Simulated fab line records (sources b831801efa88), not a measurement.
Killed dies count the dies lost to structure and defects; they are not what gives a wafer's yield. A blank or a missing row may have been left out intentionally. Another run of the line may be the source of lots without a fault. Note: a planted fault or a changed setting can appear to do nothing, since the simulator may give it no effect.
fab line records ; flow sky130
record lots=12; wafers=36; last-day=50
route steps=708 shown GATE_OXIDE@203 POLY_GATE@205 POLY_CUT@316 RES_XHIGH@340 PAD_OPEN@708
lots that met no fault: from a run of the same line without faults
start-h: start of the lot's first displayed wafer, in hours after the record's first day ; wait-h: how many hours have passed since the lot's step before this one ; " identical to the entry in the row above ; L1.1+2: several wafers, shown together as one row ; - no value present, or no start provided ; * or withheld: withheld ; < > ~ a bound
route shown NAME@n: names a module that has steps shown in the file, with the first one's number in the route ; usual: average and standard deviation across the fault-free wafers ; same: alike in all rows ; chamber/n: place in a boat ; sites: readings site by site ; _std_site: the standard deviation of these ; _edge_site: inner sites' mean taken away from outer sites' mean ; radius-mm: how far each site lies from the wafer's centre ; mask NAME#n: copy n ; behind: the tool/chamber that last shaped the wafer ; hold: cause of the lot's hold/its duration in hours/its outcome ; device: the n, p or np transistor that did not switch ; end of line: the tests these same wafers got at the end of their route ; a step without rows: its recipe alone ; killed: at the first sort, the dies lost to defects and structure; wafer yield is something else ; map: shows each die of a wafer: x if killed, . if not, _ if none is there
set.NAME: the setting the step ran with; set.NAME@STEP: the setting that earlier step ran with ; model.NAME: the simulator's own value behind a step, which no gauge read
one table for each step of the route and one row for each wafer, over a sample of lots
services: when a tool's chamber went out of use (start-h, in hours from the record's first day, below 0 if earlier), for how many hours, and the reason
## steps
# step SKY_GATE_OXIDE_OXIDATION_16
# recipe temp-c=800; ambient=O2; idle-temp-c=700; ramp-up-c-per-min=10; ramp-down-c-per-min=3; stabilise-s=600; purge-s=300; target-thk-a=35.7; ox-time-s=1915
# usual spike-tc-bottom-C=817/4.3; spike-tc-centre-C=799.4/1.4; spike-tc-lower-C=801.0/1.1; spike-tc-top-C=815.1/1.1; spike-tc-upper-C=800.8/1; tube-center-temp-C=800/0.07; tube_center_temp_C_max=802.1/0.31; zone-power-bottom-pct=20.3/1.3
# same stabilise-s=600
lot.wafer;tool;chamber;start-h;wait-h;spike-tc-bottom-C;spike-tc-centre-C;spike-tc-lower-C;spike-tc-top-C;spike-tc-upper-C;tube-center-temp-C;tube_center_temp_C_max;zone-power-bottom-pct
L911.3;furnace-02;0;333.11;0.4;816;800.2;799.9;814.0;798.2;800.05;802.4;19.2
L911.5;furnace-02;0;333.11;0.4;816;798.9;801.2;814.0;799.5;800.18;802.4;19.4
L911.6;furnace-02;0;333.11;0.4;814;797.9;801.5;815.5;800.8;800.01;802.1;19.3
L912.2;furnace-02;0;339.87;0.5;814;799.2;800.3;814.9;800.5;799.98;802.1;19.6
L912.3;furnace-02;0;339.87;0.5;814;798.4;801.5;815.2;800.8;799.97;802.3;19.6
L912.6;furnace-02;0;339.87;0.5;815;798.2;801.3;815.4;800.0;799.97;802.5;19.0
L914.3;furnace-01;0;364.35;0.9;822;801.7;801.3;815.9;801.4;800.05;801.8;22.2
L914.4;furnace-01;0;364.35;0.9;821;800.7;800.4;818.0;801.6;800.01;802.7;22.0
L914.5;furnace-01;0;364.35;0.9;822;800.2;800.4;816.3;801.1;800.01;801.8;22.1
L915.2;furnace-02;0;372.98;0.1;814;796.8;800.3;814.7;799.6;800.01;802.1;19.5
L915.4;furnace-02;0;372.98;0.1;814;798.8;800.9;813.6;801.7;799.98;802.1;19.2
L915.5;furnace-02;0;372.98;0.1;813;796.6;801.2;815.2;802.0;800.03;801.8;19.7
L918.1;furnace-02;0;394.39;1.9;803;786.6;790.6;805.0;789.5;789.29;791.5;18.7
L918.2;furnace-02;0;394.39;1.9;804;787.5;791.7;804.9;789.2;789.36;790.9;18.8
L918.3;furnace-02;0;394.39;1.9;805;786.8;790.0;804.5;789.5;789.37;791.4;18.5
L919.3;furnace-02;0;404.51;1.4;804;787.2;789.6;801.9;789.7;789.36;791.7;18.8
L919.5;furnace-02;0;404.51;1.4;805;788.6;792.8;804.1;789.1;789.17;791.6;18.9
L919.6;furnace-02;0;404.51;1.4;803;787.9;790.0;805.2;791.0;789.37;791.6;19.0
L923.1;furnace-01;0;440.14;1.5;822;799.5;799.6;815.7;800.2;799.82;801.4;22.0
L923.2;furnace-01;0;440.14;1.5;824;800.6;800.4;815.0;800.8;800.15;801.9;22.2
L923.5;furnace-01;0;440.14;1.5;823;801.8;800.5;817.0;801.5;799.9;801.9;22.2
L926.1;furnace-01;0;468.30;0.1;824;801.4;800.0;815.7;800.2;800;802.2;22.1
L926.3;furnace-01;0;468.30;0.1;822;801.3;801.1;817.0;801.3;799.95;802.1;22.0
L926.5;furnace-01;0;468.30;0.1;825;800.0;798.4;814.2;802.1;800.02;801.9;22.2
L927.3;furnace-02;0;472.69;0.0;816;799.8;800.8;813.4;800.2;799.99;802.1;19.2
L927.4;furnace-02;0;472.69;0.0;813;798.9;800.3;813.5;799.6;799.88;801.8;19.1
L927.6;furnace-02;0;472.69;0.0;813;798.7;802.7;813.5;801.9;800.04;801.8;19.5
L928.1;furnace-02;0;484.67;0.0;816;800.2;802.8;812.8;800.2;799.95;802.0;19.4
L928.2;furnace-02;0;484.67;0.0;815;800.1;802.0;814.8;801.1;800.12;801.9;19.6
L928.6;furnace-02;0;484.67;0.0;814;798.5;802.1;814.7;801.7;800.03;802.1;19.4
L929.2;furnace-02;0;493.58;0.0;814;799.1;802.2;815.2;800.1;799.99;802.2;19.3
L929.4;furnace-02;0;493.58;0.0;812;798.1;803.5;815.2;801.0;800.01;802.6;19.4
L929.6;furnace-02;0;493.58;0.0;817;798.6;801.4;816.1;800.4;800.03;802.0;19.7
L930.1;furnace-02;0;501.97;0.0;816;799.2;801.6;815.0;800.6;800.17;802.4;19.2
L930.4;furnace-02;0;501.97;0.0;814;799.2;803.1;814.4;801.1;799.91;802.0;19.7
L930.6;furnace-02;0;501.97;0.0;814;797.8;801.0;812.6;800.7;800.03;801.5;19.6
# step SKY_POLY_GATE_THK_MEAS_01
# recipe reads=poly-Si_of_POLY_GATE_CVD_00
# usual POLY_GATE_CVD_00_THK=179.8/1.9
lot.wafer;tool;chamber;start-h;wait-h;POLY_GATE_CVD_00_THK[nm]
L911.3;film-metro-01;-;335.86;0.0;178.9
L911.5;film-metro-01;-;335.86;0.0;177.0
L911.6;film-metro-01;-;335.86;0.0;177.8
L912.2;film-metro-01;-;343.21;0.0;175.2
L912.3;film-metro-01;-;343.21;0.0;176.8
L912.6;film-metro-01;-;343.21;0.0;175.2
L914.3;film-metro-01;-;367.10;0.0;177.1
L914.4;film-metro-01;-;367.10;0.0;177.6
L914.5;film-metro-01;-;367.10;0.0;178.5
L915.2;film-metro-02;-;375.72;0.0;180.8
L915.4;film-metro-02;-;375.72;0.0;180.1
L915.5;film-metro-02;-;375.72;0.0;181.5
L918.1;film-metro-03;-;397.12;0.0;180.9
L918.2;film-metro-03;-;397.12;0.0;180.1
L918.3;film-metro-03;-;397.12;0.0;181.1
L919.3;film-metro-03;-;407.26;0.0;177.8
L919.5;film-metro-03;-;407.26;0.0;177.8
L919.6;film-metro-03;-;407.26;0.0;178.8
L923.1;film-metro-01;-;442.87;0.0;179.4
L923.2;film-metro-01;-;442.87;0.0;180.2
L923.5;film-metro-01;-;442.87;0.0;178.6
L926.1;film-metro-03;-;471.03;0.0;178.4
L926.3;film-metro-03;-;471.03;0.0;179.6
L926.5;film-metro-03;-;471.03;0.0;179.2
L927.3;film-metro-02;-;475.44;0.0;179.5
L927.4;film-metro-02;-;475.44;0.0;179.7
L927.6;film-metro-02;-;475.44;0.0;179.9
L928.1;film-metro-03;-;487.40;0.0;181.0
L928.2;film-metro-03;-;487.40;0.0;180.3
L928.6;film-metro-03;-;487.40;0.0;178.5
L929.2;film-metro-03;-;496.32;0.0;182.0
L929.4;film-metro-03;-;496.32;0.0;181.7
L929.6;film-metro-03;-;496.32;0.0;181.8
L930.1;film-metro-02;-;504.70;0.0;182.0
L930.4;film-metro-02;-;504.70;0.0;182.5
L930.6;film-metro-02;-;504.70;0.0;182.1
# step SKY_POLY_CUT_OVL_MEAS_09
# usual POLY_CUT_OVL=-3/6.1
lot.wafer;tool;chamber;start-h;wait-h;POLY_CUT_OVL[nm]
L911.3;overlay-01;-;586.19;0.1;-14
L911.5;overlay-01;-;586.19;0.1;-3
L911.6;overlay-01;-;586.19;0.1;-8
L912.2;overlay-02;-;592.99;0.1;2
L912.3;overlay-02;-;592.99;0.1;-1
L912.6;overlay-02;-;592.99;0.1;-3
L914.3;overlay-01;-;619.45;0.1;-1
L914.4;overlay-01;-;619.45;0.1;-1
L914.5;overlay-01;-;619.45;0.1;-5
L915.2;overlay-01;-;630.10;0.1;-4
L915.4;overlay-01;-;630.10;0.1;-12
L915.5;overlay-01;-;630.10;0.1;-9
L918.1;overlay-02;-;648.78;0.1;-12
L918.2;overlay-02;-;648.78;0.1;-9
L918.3;overlay-02;-;648.78;0.1;-3
L919.3;overlay-02;-;657.94;0.1;-7
L919.5;overlay-02;-;657.94;0.1;-3
L919.6;overlay-02;-;657.94;0.1;-8
L923.1;overlay-01;-;694.03;0.1;11
L923.2;overlay-01;-;694.03;0.1;7
L923.5;overlay-01;-;694.03;0.1;5
L926.1;overlay-02;-;716.78;0.1;1
L926.3;overlay-02;-;716.78;0.1;2
L926.5;overlay-02;-;716.78;0.1;2
L927.3;overlay-01;-;718.74;0.1;0
L927.4;overlay-01;-;718.74;0.1;-4
L927.6;overlay-01;-;718.74;0.1;2
L928.1;overlay-01;-;731.19;0.1;8
L928.2;overlay-01;-;731.19;0.1;3
L928.6;overlay-01;-;731.19;0.1;4
L929.2;overlay-02;-;740.54;0.1;-2
L929.4;overlay-02;-;740.54;0.1;-3
L929.6;overlay-02;-;740.54;0.1;-1
L930.1;overlay-02;-;748.78;0.1;1
L930.4;overlay-02;-;748.78;0.1;2
L930.6;overlay-02;-;748.78;0.1;-5
# step SKY_RES_XHIGH_STRIP_08
# recipe chemistry=O2/N2; power-w=1400; pressure-mtorr=1500; platen-temp-c=withheld; o2-flow-sccm=3000; n2-flow-sccm=300; overash-fraction=0.5
# usual drypump-motor-current-A=5.8/0.43; oes-product-au=0.712/0.0045; strip-time-to-endpoint-s=14.28/0.038
lot.wafer;tool;chamber;start-h;wait-h;drypump-motor-current-A;oes-product-au;rf-hours-counter-h;strip-time-to-endpoint-s
L911.3;plasma-asher-02;0;645.23;0.1;5.9;0.720;-;14.32
L911.5;plasma-asher-02;1;645.23;0.1;4.9;0.707;-;14.30
L911.6;plasma-asher-02;0;645.23;0.1;5.8;0.714;-;14.29
L912.2;plasma-asher-01;1;652.45;0.1;5.5;0.708;56;14.25
L912.3;plasma-asher-01;0;652.45;0.1;6.3;0.719;-;14.31
L912.6;plasma-asher-01;1;652.45;0.1;5.4;0.707;-;14.30
L914.3;plasma-asher-04;0;678.80;0.1;6.1;0.715;-;14.29
L914.4;plasma-asher-04;1;678.80;0.1;6.0;0.709;-;14.28
L914.5;plasma-asher-04;0;678.80;0.1;6.1;0.709;-;14.32
L915.2;plasma-asher-01;1;687.90;0.1;5.4;0.720;60;14.24
L915.4;plasma-asher-01;0;687.90;0.1;6.3;0.715;-;14.23
L915.5;plasma-asher-01;1;687.90;0.1;5.4;0.713;-;14.27
L918.1;plasma-asher-04;0;710.40;0.1;6.1;0.705;92;14.32
L918.2;plasma-asher-04;1;710.40;0.1;6.0;0.711;92;14.28
L918.3;plasma-asher-04;0;710.40;0.1;6.1;0.707;-;14.27
L919.3;plasma-asher-04;1;715.40;0.1;6.0;0.714;-;14.26
L919.5;plasma-asher-04;1;715.40;0.1;6.0;0.712;-;14.36
L919.6;plasma-asher-04;0;715.40;0.1;6.1;0.718;-;14.28
L923.1;plasma-asher-01;1;750.67;0.1;5.5;0.712;66;14.28
L923.2;plasma-asher-01;0;750.67;0.1;6.3;0.710;66;14.30
L923.5;plasma-asher-01;1;750.67;0.1;5.4;0.712;-;14.28
L926.1;plasma-asher-01;0;772.87;0.1;6.2;0.708;68;14.34
L926.3;plasma-asher-01;1;772.87;0.1;5.4;0.707;-;14.31
L926.5;plasma-asher-01;1;772.87;0.1;5.4;0.711;-;14.31
L927.3;plasma-asher-04;1;774.90;0.1;6.1;0.712;-;14.26
L927.4;plasma-asher-04;0;774.90;0.1;6.1;0.706;-;14.26
L927.6;plasma-asher-04;0;774.90;0.1;6.1;0.707;-;14.25
L928.1;plasma-asher-04;0;786.57;0.1;6.1;0.712;4;14.27
L928.2;plasma-asher-04;1;786.57;0.1;6.1;0.720;4;14.29
L928.6;plasma-asher-04;0;786.57;0.1;6.1;0.714;-;14.23
L929.2;plasma-asher-01;1;795.31;0.1;5.4;0.708;70;14.26
L929.4;plasma-asher-01;1;795.31;0.1;5.5;0.716;-;14.25
L929.6;plasma-asher-01;1;795.31;0.1;5.4;0.715;-;14.20
L930.1;plasma-asher-01;0;803.47;0.1;6.2;0.710;71;14.24
L930.4;plasma-asher-01;0;803.47;0.1;6.2;0.709;-;14.25
L930.6;plasma-asher-01;0;803.47;0.1;6.2;0.719;-;14.19
# step SKY_PAD_OPEN_PROBE_99
# usual killed_at_M0_to_M3=43/5.9; killed_at_M4_up=2.9/1.5; killed-at-contacts=24/5; killed-at-front-end=15/4.8; killed-at-other=0.2/0.5; killed-dies=86/9.3; killed-open=47/7.1; killed-short=38/6.3
# same gross-dies=492; killed-at-back-side=0
lot.wafer;tool;chamber;start-h;wait-h;killed_at_M0_to_M3;killed_at_M4_up;killed-at-contacts;killed-at-front-end;killed-at-other;killed-dies;killed-open;killed-short
L918.1;prober-01;-;1141.64;0.1;47;6;18;13;0;84;45;39
L918.2;prober-01;-;1141.69;0.1;46;3;22;21;0;92;58;34
L918.3;prober-01;-;1141.74;0.2;44;2;29;7;0;82;48;34
# killed by level:class
L918.1 VIA1:geometric-particle:open=10 VIA2:geometric-particle:open=8 METAL1:geometric-particle:short=8 LI_CONTACT:geometric-particle:open=7 LOCAL_INTERCONNECT:geometric-particle:short=6 METAL2:geometric-particle:short=6 CONTACT:geometric-particle:open=4 VIA3:geometric-particle:open=4
L918.2 VIA1:geometric-particle:open=12 LI_CONTACT:geometric-particle:open=8 METAL1:geometric-particle:short=8 CONTACT:geometric-particle:open=7 VIA2:geometric-particle:open=7 VIA3:geometric-particle:open=6 METAL3:geometric-particle:short=6 FIELD_ISO:geometric-particle:short=5
L918.3 VIA3:geometric-particle:open=12 CONTACT:geometric-particle:open=10 VIA1:geometric-particle:open=10 CONTACT:geometric-particle:short=6 LOCAL_INTERCONNECT:geometric-particle:short=5 VIA2:geometric-particle:open=5 VIA1:geometric-particle:short=5 METAL1:geometric-particle:short=4
## services
tool;chamber;start-h;hours;kind
furnace-02;-;334.64;1.1;pm
furnace-01;-;367.13;3.5;pm
plasma-asher-01;-;379.05;2.8;pm
furnace-01;-;389.10;1.5;repair
plasma-asher-04;-;398.06;14.6;pm
furnace-01;-;404.13;3.8;pm
furnace-02;-;418.58;3.2;pm
furnace-02;-;421.76;3.4;pm
plasma-asher-04;-;443.68;1.4;repair
furnace-01;-;454.05;3.4;pm
plasma-asher-04;-;482.46;13.5;repair
furnace-01;-;562.31;2.1;repair
furnace-02;-;587.11;2.8;pm
furnace-01;-;622.68;3.6;pm
furnace-02;-;653.80;8.8;pm
plasma-asher-04;-;657.71;2.0;repair
furnace-01;-;685.12;3.4;pm
plasma-asher-04;-;687.34;9.6;repair
furnace-02;-;701.58;3.6;pm
plasma-asher-04;-;733.75;9.0;pm
plasma-asher-01;-;734.11;4.1;repair
furnace-02;-;754.26;2.8;pm
plasma-asher-04;-;754.96;0.3;repair
furnace-01;-;790.12;3.5;pm
## key
first-sign step=SKY_GATE_OXIDE_OXIDATION_16; reading=tube-center-temp-C; direction=down; sigmas=99+; usual=*; struck=*
effect step=SKY_GATE_OXIDE_OXIDATION_16; reading=tube_center_temp_C_max; direction=down; sigmas=34; usual=*; struck=*
met-at SKY_GATE_OXIDE_OXIDATION_16
struck-lots L918,L919
tester-left-out L918,L919
not-acting-at SKY_POLY_GATE_THK_MEAS_01,SKY_POLY_CUT_OVL_MEAS_09,SKY_RES_XHIGH_STRIP_08
onset-between 372.98 394.39
fault kind=process-parameter-drift; tool=furnace-02; chamber=-; onset-h=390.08; steps=SKY_GATE_OXIDE_OXIDATION_16; channel=temp-c; offset=*; shape=step; end-h=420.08; acts-in=*; stated=*
# tester-left-out: of these lots the tester's yield and bins aren't shown, on N5 and GAA mostly nor the transistor test; their killed dies are dies lost to structure and defects alone, not to doping, threshold or leakage, so they don't give the yield
